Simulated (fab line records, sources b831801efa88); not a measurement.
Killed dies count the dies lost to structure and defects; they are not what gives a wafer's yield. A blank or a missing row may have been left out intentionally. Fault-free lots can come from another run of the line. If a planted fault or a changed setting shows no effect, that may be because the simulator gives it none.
Chamber matching -- flow sky130 -- SKY_PASSIVATION_CVD_00 on pecvd-04: 3 sister chambers
The step deposits SiO2, target thk 90 nm. 18 wafers are shown with their chamber, then 9 later ones without.

WAFERS PAIRED WITH THEIR CHAMBERS
wafer,chamber,heater_power_w (W)
L074.1,2,598
L074.3,0,647
L074.4,0,619
L079.1,1,637
L079.2,2,560
L079.6,2,560
L080.1,0,576
L080.3,2,600
L080.4,1,590
L084.2,2,586
L084.4,1,618
L084.5,2,600
L087.1,2,540
L087.3,1,595
L087.5,0,663
L088.3,0,667
L088.4,0,653
L088.5,2,505

SIGNATURES, as means of the wafers listed above
reading,chamber 0,chamber 1,chamber 2,scatter within a chamber
heater_power_w,637.50,610.00,568.62,32.2
Rule: a wafer's distance from a chamber is the root of the sum, over the readings, of the square of ((its reading less the chamber's mean) divided by the reading's scatter). If the next closest chamber is less than 2 further off than the closest, the wafer can't be placed; otherwise it belongs to the closest. The scatter: the root of (the sum of the squares of (reading less its chamber's mean) over the shown wafers, divided by (wafers less chambers)).

WAFERS WITHOUT THEIR CHAMBER
wafer,heater_power_w (W)
L090.2,572
L090.3,656
L090.6,583
L096.1,498
L096.2,620
L096.5,509
L097.2,645
L097.4,633
L097.6,659

EACH ONE'S CHAMBER
wafer,from the rows above,in truth
L090.2,can't be placed: 2 or 1 or 0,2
L090.3,can't be placed: 0 or 1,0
L090.6,can't be placed: 2 or 1 or 0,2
L096.1,can't be placed: 2 or 1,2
L096.2,can't be placed: 1 or 0 or 2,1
L096.5,can't be placed: 2 or 1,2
L097.2,can't be placed: 0 or 1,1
L097.4,can't be placed: 0 or 1 or 2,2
L097.6,can't be placed: 0 or 1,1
Correctly placed: 0 of 9. These rows do not allow placing 9 (true chamber among the candidates in 9). 0 placed wrongly.
